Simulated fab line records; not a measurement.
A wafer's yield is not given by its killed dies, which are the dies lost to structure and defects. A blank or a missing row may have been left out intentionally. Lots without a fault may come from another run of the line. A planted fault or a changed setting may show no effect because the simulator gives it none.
fab line records ; flow sky130 ; part 1 of 2: steps 1 to 28 of 37
record lots=5; wafers=15; last_day=50
route steps=708 shown SD_P@325 RES_XHIGH@332 SD_N@342 SALICIDE@361 LI_CONTACT@362
lots untouched by any fault: they come from a run of this same line in which no faults occurred
start_h: hours from the record's first day to the start of the lot's first wafer shown ; wait_h: hours since the lot's step before ; " identical to the entry in the row above ; L1.1+2: a single row standing in for several wafers ; - value missing, or start not given ; * or withheld: withheld ; < > ~ a bound
route shown NAME@n: NAME is a module with steps in the file, n the number in the route of the first one ; usual: mean and standard deviation over wafers with no fault ; same: alike in all rows ; chamber/n: place in a boat ; sites: per-site readings ; _std_site: the standard deviation of these ; _edge_site: outer sites' mean less inner sites' ; radius_mm: for every site, how far away it sits from the centre of the wafer ; mask NAME#n: copy n ; behind: the most recent tool/chamber to have shaped the wafer ; hold: reason for holding the lot/hours on hold/outcome of the hold ; device: which transistor (n, p or np) failed to switch ; end of line: tests run on the same wafers once the route is complete ; a step given without rows: its recipe and nothing more ; killed: at the first sort, the dies lost to defects and structure; wafer yield is something else ; map: the dies of a wafer, with x for killed, . for not killed, _ for no die there
set.NAME: setting as actually run; set.NAME@STEP: the setting as run at that earlier step ; model.NAME: the simulator's own value behind a step, which no gauge read
lots at selected steps of the route; one table per step, one row per wafer
services: the hour from which a tool's chamber was out of use, counted from the record's first day as start_h (under 0 if before that day), plus the number of hours and why
## steps
# step SKY_SD_P_PEB_05
# recipe temp_c=withheld; time_s=*; resist=NOVOLAK
# usual resist_line_temp_C=*
lot.wafer;tool;chamber;start_h;wait_h;resist_line_temp_C
L075.1;litho_track-02;0;-;-;*
L075.2;litho_track-02;0;-;-;*
L075.3;litho_track-02;0;-;-;*
L076.1;litho_track-03;0;-;-;*
L076.2;litho_track-03;0;-;-;*
L076.5;litho_track-03;0;-;-;*
L081.3;litho_track-02;0;-;-;*
L081.4;litho_track-02;0;-;-;*
L081.5;litho_track-02;0;-;-;*
L091.3;litho_track-01;0;-;-;*
L091.4;litho_track-01;0;-;-;*
L091.6;litho_track-01;0;-;-;*
L096.1;litho_track-02;0;-;-;*
L096.2;litho_track-02;0;-;-;*
L096.6;litho_track-02;0;-;-;*
# step SKY_SD_P_DEVELOP_06
# recipe resist=NOVOLAK; developer=TMAH; develop_time_s=60; dev_temp_c=23
# usual resist_line_temp_C=23.01/0.12
lot.wafer;tool;chamber;start_h;wait_h;resist_line_temp_C
L075.1;litho_track-02;0;602.82;0.1;22.94
L075.2;litho_track-02;0;602.82;0.1;22.98
L075.3;litho_track-02;0;602.82;0.1;22.99
L076.1;litho_track-03;0;607.48;0.1;23.14
L076.2;litho_track-03;0;607.48;0.1;23.04
L076.5;litho_track-03;0;607.48;0.1;22.93
L081.3;litho_track-02;0;643.32;0.1;22.96
L081.4;litho_track-02;0;643.32;0.1;22.85
L081.5;litho_track-02;0;643.32;0.1;22.90
L091.3;litho_track-01;0;736.65;0.1;22.93
L091.4;litho_track-01;0;736.65;0.1;22.66
L091.6;litho_track-01;0;736.65;0.1;22.86
L096.1;litho_track-02;0;784.87;0.1;22.92
L096.2;litho_track-02;0;784.87;0.1;23.06
L096.6;litho_track-02;0;784.87;0.1;23.12
# step SKY_SD_P_CD_MEAS_07
# recipe target_cd_nm=380
# usual cd_nm=379.9/1.9
lot.wafer;tool;chamber;start_h;wait_h;cd_nm
L075.1;cd_sem-01;-;602.97;0.1;380.2
L075.2;cd_sem-01;-;602.97;0.1;376.4
L075.3;cd_sem-01;-;602.97;0.1;375.8
L076.1;cd_sem-01;-;607.63;0.1;380.8
L076.2;cd_sem-01;-;607.63;0.1;377.4
L076.5;cd_sem-01;-;607.63;0.1;382.7
L081.3;cd_sem-02;-;643.51;0.2;379.7
L081.4;cd_sem-02;-;643.51;0.2;378.7
L081.5;cd_sem-02;-;643.51;0.2;379.8
L091.3;cd_sem-01;-;736.79;0.1;381.4
L091.4;cd_sem-01;-;736.79;0.1;379.4
L091.6;cd_sem-01;-;736.79;0.1;380.5
L096.1;cd_sem-01;-;785.02;0.1;380.6
L096.2;cd_sem-01;-;785.02;0.1;381.1
L096.6;cd_sem-01;-;785.02;0.1;382.7
# step SKY_SD_P_OVL_MEAS_08
# usual SD_P_OVL=-0.2/1.2
lot.wafer;tool;chamber;start_h;wait_h;SD_P_OVL[nm]
L075.1;overlay-01;-;603.09;0.1;-2.3
L075.2;overlay-01;-;603.09;0.1;-2.8
L075.3;overlay-01;-;603.09;0.1;-2.2
L076.1;overlay-02;-;607.75;0.1;-1.7
L076.2;overlay-02;-;607.75;0.1;-0.8
L076.5;overlay-02;-;607.75;0.1;0.1
L081.3;overlay-02;-;643.60;0.1;0.0
L081.4;overlay-02;-;643.60;0.1;0.2
L081.5;overlay-02;-;643.60;0.1;1.1
L091.3;overlay-02;-;736.88;0.1;0.1
L091.4;overlay-02;-;736.88;0.1;0.7
L091.6;overlay-02;-;736.88;0.1;-0.3
L096.1;overlay-02;-;785.14;0.1;-0.7
L096.2;overlay-02;-;785.14;0.1;0.7
L096.6;overlay-02;-;785.14;0.1;0.3
# step SKY_SD_P_IMPLANT_09
# recipe species=BF2; energy_kev=20; dose_cm2=3e+15; tilt_deg=0
lot.wafer;tool;chamber;start_h;wait_h
L075.1+2+3;implanter-04;0;603.12;0.0
L076.1+2+5;implanter-04;0;607.79;0.0
L081.3+4+5;implanter-02;0;643.67;0.1
L091.3+4+6;implanter-03;0;736.96;0.1
L096.1+2+6;implanter-02;0;785.17;0.0
# step SKY_SD_P_STRIP_10
# recipe chemistry=O2/N2; power_w=1400; pressure_mtorr=1500; platen_temp_c=withheld; o2_flow_sccm=3000; n2_flow_sccm=300; overash_fraction=0.5
# usual drypump_motor_current_A=5.9/0.51; n2_flow_sccm=299.9/0.95; o2_flow_sccm=3001/9.7; oes_product_au=0.618/0.005; strip_time_to_endpoint_s=17.51/0.039
lot.wafer;tool;chamber;start_h;wait_h;drypump_motor_current_A;n2_flow_sccm;o2_flow_sccm;oes_product_au;rf_hours_counter_h;strip_time_to_endpoint_s
L075.1;plasma_asher-03;0;603.27;0.1;5.5;299.1;2982;0.622;69;17.54
L075.2;plasma_asher-03;1;603.27;0.1;6.5;299.6;3007;0.615;69;17.56
L075.3;plasma_asher-03;1;603.27;0.1;6.5;300.6;2991;0.622;-;17.58
L076.1;plasma_asher-04;1;607.94;0.1;5.1;298.6;3013;0.613;17;17.49
L076.2;plasma_asher-04;0;607.94;0.1;6.1;299.9;3003;0.617;17;17.52
L076.5;plasma_asher-04;1;607.94;0.1;5.1;299.4;3013;0.613;-;17.50
L081.3;plasma_asher-03;0;643.80;0.1;5.6;301.0;2993;0.608;-;17.50
L081.4;plasma_asher-03;1;643.80;0.1;6.5;300.9;3001;0.618;-;17.48
L081.5;plasma_asher-03;0;643.80;0.1;5.5;300.5;3004;0.623;-;17.54
L091.3;plasma_asher-03;1;737.09;0.1;6.5;299.9;2990;0.618;-;17.48
L091.4;plasma_asher-03;0;737.09;0.1;5.5;300.2;3002;0.616;-;17.47
L091.6;plasma_asher-03;0;737.09;0.1;5.5;300.1;3001;0.626;-;17.55
L096.1;plasma_asher-02;0;785.32;0.1;5.5;300.1;3006;0.622;3;17.50
L096.2;plasma_asher-02;1;785.32;0.1;6.4;298.5;2991;0.621;3;17.46
L096.6;plasma_asher-02;0;785.32;0.1;5.5;300.1;2990;0.623;-;17.51
# step SKY_SD_P_TW_MEAS_11
# usual SD_P_TW=2806/24
lot.wafer;tool;chamber;start_h;wait_h;SD_P_TW
L075.1;film_metro-02;-;603.37;0.1;2776
L075.2;film_metro-02;-;603.37;0.1;2775
L075.3;film_metro-02;-;603.37;0.1;2777
L076.1;film_metro-02;-;608.04;0.1;2773
L076.2;film_metro-02;-;608.04;0.1;2757
L076.5;film_metro-02;-;608.04;0.1;2762
L081.3;film_metro-04;-;643.89;0.1;2842
L081.4;film_metro-04;-;643.89;0.1;2843
L081.5;film_metro-04;-;643.89;0.1;2834
L091.3;film_metro-02;-;737.18;0.1;2807
L091.4;film_metro-02;-;737.18;0.1;2791
L091.6;film_metro-02;-;737.18;0.1;2816
L096.1;film_metro-01;-;785.42;0.1;2819
L096.2;film_metro-01;-;785.42;0.1;2809
L096.6;film_metro-01;-;785.42;0.1;2812
# step SKY_RES_XHIGH_DEHYDRATE_00
# recipe temp_c=200; time_s=60
# usual resist_line_temp_C=22.97/0.11
lot.wafer;tool;chamber;start_h;wait_h;resist_line_temp_C
L075.1;litho_track-03;0;614.93;11.6;22.77
L075.2;litho_track-03;0;614.93;11.6;22.88
L075.3;litho_track-03;0;614.93;11.6;22.93
L076.1;litho_track-04;0;619.78;11.7;23.02
L076.2;litho_track-04;0;619.78;11.7;23.15
L076.5;litho_track-04;0;619.78;11.7;23.14
L081.3;litho_track-04;0;655.93;12.0;22.83
L081.4;litho_track-04;0;655.93;12.0;22.79
L081.5;litho_track-04;0;655.93;12.0;22.97
L091.3;litho_track-04;0;749.53;12.3;22.86
L091.4;litho_track-04;0;749.53;12.3;22.91
L091.6;litho_track-04;0;749.53;12.3;23.10
L096.1;litho_track-04;0;798.28;12.8;22.98
L096.2;litho_track-04;0;798.28;12.8;23.18
L096.6;litho_track-04;0;798.28;12.8;23.06
# step SKY_RES_XHIGH_HMDS_01
# recipe prime_time_s=60; prime_temp_c=120
# usual resist_line_temp_C=23.01/0.12
lot.wafer;tool;chamber;start_h;wait_h;resist_line_temp_C
L075.1;litho_track-03;0;615.08;0.1;22.99
L075.2;litho_track-03;0;615.08;0.1;22.97
L075.3;litho_track-03;0;615.08;0.1;23.12
L076.1;litho_track-04;0;619.93;0.1;22.92
L076.2;litho_track-04;0;619.93;0.1;22.92
L076.5;litho_track-04;0;619.93;0.1;22.85
L081.3;litho_track-04;0;656.08;0.1;22.87
L081.4;litho_track-04;0;656.08;0.1;22.94
L081.5;litho_track-04;0;656.08;0.1;22.98
L091.3;litho_track-04;0;749.68;0.1;23.13
L091.4;litho_track-04;0;749.68;0.1;23.13
L091.6;litho_track-04;0;749.68;0.1;23.24
L096.1;litho_track-04;0;798.43;0.1;22.97
L096.2;litho_track-04;0;798.43;0.1;22.98
L096.6;litho_track-04;0;798.43;0.1;22.97
# step SKY_RES_XHIGH_COAT_02
# recipe resist=NOVOLAK; spin_rpm=3000; resist_thk_nm=1148
# usual resist_line_temp_C=22.98/0.11
lot.wafer;tool;chamber;start_h;wait_h;resist_line_temp_C
L075.1;litho_track-03;0;615.23;0.1;22.94
L075.2;litho_track-03;0;615.23;0.1;23.00
L075.3;litho_track-03;0;615.23;0.1;23.00
L076.1;litho_track-04;0;620.08;0.1;23.23
L076.2;litho_track-04;0;620.08;0.1;23.01
L076.5;litho_track-04;0;620.08;0.1;23.03
L081.3;litho_track-04;0;656.23;0.1;22.88
L081.4;litho_track-04;0;656.23;0.1;22.97
L081.5;litho_track-04;0;656.23;0.1;23.00
L091.3;litho_track-04;0;749.83;0.1;22.87
L091.4;litho_track-04;0;749.83;0.1;22.85
L091.6;litho_track-04;0;749.83;0.1;22.82
L096.1;litho_track-04;0;798.58;0.1;22.90
L096.2;litho_track-04;0;798.58;0.1;22.96
L096.6;litho_track-04;0;798.58;0.1;22.90
# step SKY_RES_XHIGH_SOFTBAKE_03
# recipe temp_c=90; time_s=60; resist=NOVOLAK
# usual resist_line_temp_C=23.01/0.13
lot.wafer;tool;chamber;start_h;wait_h;resist_line_temp_C
L075.1;litho_track-03;0;615.38;0.1;22.94
L075.2;litho_track-03;0;615.38;0.1;23.02
L075.3;litho_track-03;0;615.38;0.1;22.96
L076.1;litho_track-04;0;620.23;0.1;23.04
L076.2;litho_track-04;0;620.23;0.1;22.91
L076.5;litho_track-04;0;620.23;0.1;22.83
L081.3;litho_track-04;0;656.38;0.1;23.25
L081.4;litho_track-04;0;656.38;0.1;23.06
L081.5;litho_track-04;0;656.38;0.1;23.07
L091.3;litho_track-04;0;749.98;0.1;22.84
L091.4;litho_track-04;0;749.98;0.1;22.97
L091.6;litho_track-04;0;749.98;0.1;22.84
L096.1;litho_track-04;0;798.73;0.1;23.07
L096.2;litho_track-04;0;798.73;0.1;22.82
L096.6;litho_track-04;0;798.73;0.1;23.07
# step SKY_RES_XHIGH_EXPOSE_04
# recipe mask_id=URPM; na=0.6; source_shape=conventional; sigma_outer=0.6; polarization=unpolarized; target_cd_nm=1270; dose_mj=140
lot.wafer;tool;chamber;start_h;wait_h;mask
L075.1+2+3;iline_stepper-02;0;-;-;URPM#0
L076.1+2+5;iline_stepper-02;0;-;-;URPM#0
L081.3+4+5;iline_stepper-01;0;-;-;URPM#0
L091.3+4+6;iline_stepper-01;0;-;-;URPM#0
L096.1+2+6;iline_stepper-02;0;-;-;URPM#0
# step SKY_RES_XHIGH_PEB_05
# recipe temp_c=withheld; time_s=*; resist=NOVOLAK
# usual resist_line_temp_C=*
lot.wafer;tool;chamber;start_h;wait_h;resist_line_temp_C
L075.1;litho_track-03;0;-;-;*
L075.2;litho_track-03;0;-;-;*
L075.3;litho_track-03;0;-;-;*
L076.1;litho_track-03;0;-;-;*
L076.2;litho_track-03;0;-;-;*
L076.5;litho_track-03;0;-;-;*
L081.3;litho_track-04;0;-;-;*
L081.4;litho_track-04;0;-;-;*
L081.5;litho_track-04;0;-;-;*
L091.3;litho_track-03;0;-;-;*
L091.4;litho_track-03;0;-;-;*
L091.6;litho_track-03;0;-;-;*
L096.1;litho_track-03;0;-;-;*
L096.2;litho_track-03;0;-;-;*
L096.6;litho_track-03;0;-;-;*
# step SKY_RES_XHIGH_DEVELOP_06
# recipe resist=NOVOLAK; developer=TMAH; develop_time_s=60; dev_temp_c=23
# usual resist_line_temp_C=22.98/0.11
lot.wafer;tool;chamber;start_h;wait_h;resist_line_temp_C
L075.1;litho_track-03;0;627.68;0.1;23.01
L075.2;litho_track-03;0;627.68;0.1;22.80
L075.3;litho_track-03;0;627.68;0.1;22.74
L076.1;litho_track-03;0;632.18;0.1;22.89
L076.2;litho_track-03;0;632.18;0.1;22.94
L076.5;litho_track-03;0;632.18;0.1;23.06
L081.3;litho_track-04;0;670.53;0.1;22.84
L081.4;litho_track-04;0;670.53;0.1;22.86
L081.5;litho_track-04;0;670.53;0.1;22.88
L091.3;litho_track-03;0;763.93;0.1;22.97
L091.4;litho_track-03;0;763.93;0.1;23.01
L091.6;litho_track-03;0;763.93;0.1;22.99
L096.1;litho_track-03;0;809.94;0.1;22.99
L096.2;litho_track-03;0;809.94;0.1;22.97
L096.6;litho_track-03;0;809.94;0.1;22.94
# step SKY_RES_XHIGH_IMPLANT_07
# recipe species=BF2; energy_kev=20; dose_cm2=3.6e+14; tilt_deg=0
lot.wafer;tool;chamber;start_h;wait_h
L075.1+2+3;implanter-01;0;627.83;0.1
L076.1+2+5;implanter-01;0;632.33;0.1
L081.3+4+5;implanter-01;0;670.68;0.1
L091.3+4+6;implanter-01;0;764.08;0.1
L096.1+2+6;implanter-01;0;810.09;0.1
# step SKY_RES_XHIGH_STRIP_08
# recipe chemistry=O2/N2; power_w=1400; pressure_mtorr=1500; platen_temp_c=withheld; o2_flow_sccm=3000; n2_flow_sccm=300; overash_fraction=0.5
# usual drypump_motor_current_A=5.8/0.51; n2_flow_sccm=299.9/0.97; o2_flow_sccm=2998/10; oes_product_au=0.710/0.0048; strip_time_to_endpoint_s=14.35/0.035
lot.wafer;tool;chamber;start_h;wait_h;drypump_motor_current_A;n2_flow_sccm;o2_flow_sccm;oes_product_au;rf_hours_counter_h;strip_time_to_endpoint_s
L075.1;plasma_asher-02;0;627.98;0.1;5.4;299.9;2998;0.716;93;14.35
L075.2;plasma_asher-02;1;627.98;0.1;6.4;298.6;3000;0.710;93;14.30
L075.3;plasma_asher-02;1;627.98;0.1;6.4;298.5;3002;0.710;-;14.33
L076.1;plasma_asher-02;0;632.48;0.1;5.4;299.9;2981;0.712;94;14.26
L076.2;plasma_asher-02;1;632.48;0.1;6.4;301.0;3004;0.721;94;14.31
L076.5;plasma_asher-02;0;632.48;0.1;5.5;300.7;3001;0.715;-;14.39
L081.3;plasma_asher-04;0;670.81;0.1;6.1;300.1;3013;0.714;-;14.39
L081.4;plasma_asher-04;1;670.81;0.1;5.1;301.3;2991;0.711;-;14.41
L081.5;plasma_asher-04;1;670.81;0.1;5.2;302.6;2979;0.709;-;14.38
L091.3;plasma_asher-02;1;764.22;0.1;6.5;299.0;2994;0.709;-;14.36
L091.4;plasma_asher-02;0;764.22;0.1;5.4;299.5;2988;0.714;-;14.36
L091.6;plasma_asher-02;0;764.22;0.1;5.4;300.8;2989;0.714;-;14.38
L096.1;plasma_asher-04;1;810.24;0.1;5.1;297.7;3001;0.710;37;14.37
L096.2;plasma_asher-04;0;810.24;0.1;6.2;298.7;2981;0.715;37;14.36
L096.6;plasma_asher-04;1;810.24;0.1;5.1;300.2;3012;0.719;-;14.38
# step SKY_RES_XHIGH_TW_MEAS_09
# usual RES_XHIGH_TW=1635/14
lot.wafer;tool;chamber;start_h;wait_h;RES_XHIGH_TW
L075.1;film_metro-04;-;628.08;0.1;1647
L075.2;film_metro-04;-;628.08;0.1;1650
L075.3;film_metro-04;-;628.08;0.1;1646
L076.1;film_metro-04;-;632.58;0.1;1638
L076.2;film_metro-04;-;632.58;0.1;1649
L076.5;film_metro-04;-;632.58;0.1;1645
L081.3;film_metro-01;-;670.90;0.1;1634
L081.4;film_metro-01;-;670.90;0.1;1627
L081.5;film_metro-01;-;670.90;0.1;1643
L091.3;film_metro-02;-;764.30;0.1;1619
L091.4;film_metro-02;-;764.30;0.1;1623
L091.6;film_metro-02;-;764.30;0.1;1616
L096.1;film_metro-04;-;810.34;0.1;1647
L096.2;film_metro-04;-;810.34;0.1;1639
L096.6;film_metro-04;-;810.34;0.1;1647
# step SKY_SD_N_DEHYDRATE_00
# recipe temp_c=200; time_s=60
# usual resist_line_temp_C=23.01/0.11
lot.wafer;tool;chamber;start_h;wait_h;resist_line_temp_C
L075.1;litho_track-04;0;643.23;15.1;23.06
L075.2;litho_track-04;0;643.23;15.1;23.11
L075.3;litho_track-04;0;643.23;15.1;23.11
L076.1;litho_track-02;0;648.77;16.2;23.00
L076.2;litho_track-02;0;648.77;16.2;23.00
L076.5;litho_track-02;0;648.77;16.2;22.82
L081.3;litho_track-04;0;684.13;13.2;23.01
L081.4;litho_track-04;0;684.13;13.2;22.97
L081.5;litho_track-04;0;684.13;13.2;23.19
L091.3;litho_track-04;0;776.08;11.8;23.12
L091.4;litho_track-04;0;776.08;11.8;23.16
L091.6;litho_track-04;0;776.08;11.8;23.08
L096.1;litho_track-04;0;824.03;13.7;23.18
L096.2;litho_track-04;0;824.03;13.7;22.84
L096.6;litho_track-04;0;824.03;13.7;23.16
# step SKY_SD_N_HMDS_01
# recipe prime_time_s=60; prime_temp_c=120
# usual resist_line_temp_C=23.01/0.11
lot.wafer;tool;chamber;start_h;wait_h;resist_line_temp_C
L075.1;litho_track-04;0;643.38;0.1;22.73
L075.2;litho_track-04;0;643.38;0.1;22.86
L075.3;litho_track-04;0;643.38;0.1;22.96
L076.1;litho_track-02;0;648.92;0.1;22.91
L076.2;litho_track-02;0;648.92;0.1;22.88
L076.5;litho_track-02;0;648.92;0.1;22.89
L081.3;litho_track-04;0;684.28;0.1;22.88
L081.4;litho_track-04;0;684.28;0.1;22.94
L081.5;litho_track-04;0;684.28;0.1;23.01
L091.3;litho_track-04;0;776.23;0.1;22.98
L091.4;litho_track-04;0;776.23;0.1;22.90
L091.6;litho_track-04;0;776.23;0.1;22.85
L096.1;litho_track-04;0;824.18;0.1;22.97
L096.2;litho_track-04;0;824.18;0.1;22.84
L096.6;litho_track-04;0;824.18;0.1;23.04
# step SKY_SD_N_COAT_02
# recipe resist=NOVOLAK; spin_rpm=3000; resist_thk_nm=1151
# usual resist_line_temp_C=23.02/0.098
lot.wafer;tool;chamber;start_h;wait_h;resist_line_temp_C
L075.1;litho_track-04;0;643.53;0.1;23.10
L075.2;litho_track-04;0;643.53;0.1;23.08
L075.3;litho_track-04;0;643.53;0.1;23.04
L076.1;litho_track-02;0;649.07;0.1;22.94
L076.2;litho_track-02;0;649.07;0.1;23.19
L076.5;litho_track-02;0;649.07;0.1;23.28
L081.3;litho_track-04;0;684.43;0.1;22.96
L081.4;litho_track-04;0;684.43;0.1;23.05
L081.5;litho_track-04;0;684.43;0.1;22.92
L091.3;litho_track-04;0;776.38;0.1;22.92
L091.4;litho_track-04;0;776.38;0.1;22.95
L091.6;litho_track-04;0;776.38;0.1;22.97
L096.1;litho_track-04;0;824.33;0.1;22.85
L096.2;litho_track-04;0;824.33;0.1;22.86
L096.6;litho_track-04;0;824.33;0.1;22.81
# step SKY_SD_N_SOFTBAKE_03
# recipe temp_c=90; time_s=60; resist=NOVOLAK
# usual resist_line_temp_C=22.99/0.11
lot.wafer;tool;chamber;start_h;wait_h;resist_line_temp_C
L075.1;litho_track-04;0;643.68;0.1;22.90
L075.2;litho_track-04;0;643.68;0.1;23.06
L075.3;litho_track-04;0;643.68;0.1;22.99
L076.1;litho_track-02;0;649.22;0.1;23.03
L076.2;litho_track-02;0;649.22;0.1;23.11
L076.5;litho_track-02;0;649.22;0.1;22.99
L081.3;litho_track-04;0;684.58;0.1;22.95
L081.4;litho_track-04;0;684.58;0.1;23.03
L081.5;litho_track-04;0;684.58;0.1;22.85
L091.3;litho_track-04;0;776.53;0.1;23.04
L091.4;litho_track-04;0;776.53;0.1;23.08
L091.6;litho_track-04;0;776.53;0.1;23.19
L096.1;litho_track-04;0;824.48;0.1;23.00
L096.2;litho_track-04;0;824.48;0.1;23.10
L096.6;litho_track-04;0;824.48;0.1;23.02
# step SKY_SD_N_EXPOSE_04
# recipe mask_id=NSDM; na=0.6; source_shape=conventional; sigma_outer=0.6; polarization=unpolarized; target_cd_nm=380; dose_mj=141
lot.wafer;tool;chamber;start_h;wait_h;mask
L075.1+2+3;iline_stepper-02;0;-;-;NSDM#0
L076.1+2+5;iline_stepper-01;0;-;-;NSDM#0
L081.3+4+5;iline_stepper-02;0;-;-;NSDM#0
L091.3+4+6;iline_stepper-01;0;-;-;NSDM#0
L096.1+2+6;iline_stepper-01;0;-;-;NSDM#0
# step SKY_SD_N_PEB_05
# recipe temp_c=withheld; time_s=*; resist=NOVOLAK
# usual resist_line_temp_C=*
lot.wafer;tool;chamber;start_h;wait_h;resist_line_temp_C
L075.1;litho_track-01;0;-;-;*
L075.2;litho_track-01;0;-;-;*
L075.3;litho_track-01;0;-;-;*
L076.1;litho_track-01;0;-;-;*
L076.2;litho_track-01;0;-;-;*
L076.5;litho_track-01;0;-;-;*
L081.3;litho_track-02;0;-;-;*
L081.4;litho_track-02;0;-;-;*
L081.5;litho_track-02;0;-;-;*
L091.3;litho_track-04;0;-;-;*
L091.4;litho_track-04;0;-;-;*
L091.6;litho_track-04;0;-;-;*
L096.1;litho_track-04;0;-;-;*
L096.2;litho_track-04;0;-;-;*
L096.6;litho_track-04;0;-;-;*
# step SKY_SD_N_DEVELOP_06
# recipe resist=NOVOLAK; developer=TMAH; develop_time_s=60; dev_temp_c=23
# usual resist_line_temp_C=23.00/0.089
lot.wafer;tool;chamber;start_h;wait_h;resist_line_temp_C
L075.1;litho_track-01;0;655.85;0.1;22.86
L075.2;litho_track-01;0;655.85;0.1;22.95
L075.3;litho_track-01;0;655.85;0.1;23.14
L076.1;litho_track-01;0;660.60;0.1;23.02
L076.2;litho_track-01;0;660.60;0.1;22.86
L076.5;litho_track-01;0;660.60;0.1;22.82
L081.3;litho_track-02;0;698.12;0.1;23.08
L081.4;litho_track-02;0;698.12;0.1;23.13
L081.5;litho_track-02;0;698.12;0.1;22.99
L091.3;litho_track-04;0;790.88;0.1;23.00
L091.4;litho_track-04;0;790.88;0.1;22.85
L091.6;litho_track-04;0;790.88;0.1;23.15
L096.1;litho_track-04;0;835.73;0.1;22.87
L096.2;litho_track-04;0;835.73;0.1;22.89
L096.6;litho_track-04;0;835.73;0.1;22.96
# step SKY_SD_N_CD_MEAS_07
# recipe target_cd_nm=380
# usual cd_nm=379.8/2.6
lot.wafer;tool;chamber;start_h;wait_h;cd_nm
L075.1;cd_sem-01;-;656.00;0.1;378.5
L075.2;cd_sem-01;-;656.00;0.1;379.9
L075.3;cd_sem-01;-;656.00;0.1;378.7
L076.1;cd_sem-01;-;660.75;0.1;380.5
L076.2;cd_sem-01;-;660.75;0.1;381.2
L076.5;cd_sem-01;-;660.75;0.1;379.6
L081.3;cd_sem-01;-;698.26;0.1;382.4
L081.4;cd_sem-01;-;698.26;0.1;383.7
L081.5;cd_sem-01;-;698.26;0.1;385.6
L091.3;cd_sem-01;-;791.02;0.1;381.0
L091.4;cd_sem-01;-;791.02;0.1;380.8
L091.6;cd_sem-01;-;791.02;0.1;381.1
L096.1;cd_sem-01;-;835.88;0.1;378.6
L096.2;cd_sem-01;-;835.88;0.1;381.4
L096.6;cd_sem-01;-;835.88;0.1;381.0
# step SKY_SD_N_OVL_MEAS_08
# usual SD_N_OVL=0.5/1.5
lot.wafer;tool;chamber;start_h;wait_h;SD_N_OVL[nm]
L075.1;overlay-02;-;656.12;0.1;-0.3
L075.2;overlay-02;-;656.12;0.1;-0.8
L075.3;overlay-02;-;656.12;0.1;-0.2
L076.1;overlay-02;-;660.87;0.1;2.2
L076.2;overlay-02;-;660.87;0.1;1.1
L076.5;overlay-02;-;660.87;0.1;4.6
L081.3;overlay-02;-;698.35;0.1;1.8
L081.4;overlay-02;-;698.35;0.1;0.4
L081.5;overlay-02;-;698.35;0.1;1.5
L091.3;overlay-02;-;791.11;0.1;-0.3
L091.4;overlay-02;-;791.11;0.1;-1.1
L091.6;overlay-02;-;791.11;0.1;-2.3
L096.1;overlay-02;-;836.00;0.1;-0.1
L096.2;overlay-02;-;836.00;0.1;2.5
L096.6;overlay-02;-;836.00;0.1;1.1
# step SKY_SD_N_IMPLANT_09
# recipe species=As; energy_kev=50; dose_cm2=4e+15; tilt_deg=0
lot.wafer;tool;chamber;start_h;wait_h
L075.1+2+3;implanter-03;0;656.15;0.0
L076.1+2+5;implanter-04;0;660.91;0.0
L081.3+4+5;implanter-03;0;698.42;0.1
L091.3+4+6;implanter-04;0;791.18;0.1
L096.1+2+6;implanter-04;0;836.03;0.0
# step SKY_SD_N_IMPLANT_10
# recipe species=P; energy_kev=20; dose_cm2=1e+14; tilt_deg=0
lot.wafer;tool;chamber;start_h;wait_h
L075.1+2+3;implanter-03;0;656.30;0.1
L076.1+2+5;implanter-04;0;661.06;0.1
L081.3+4+5;implanter-03;0;698.57;0.1
L091.3+4+6;implanter-04;0;791.33;0.1
L096.1+2+6;implanter-04;0;836.18;0.1
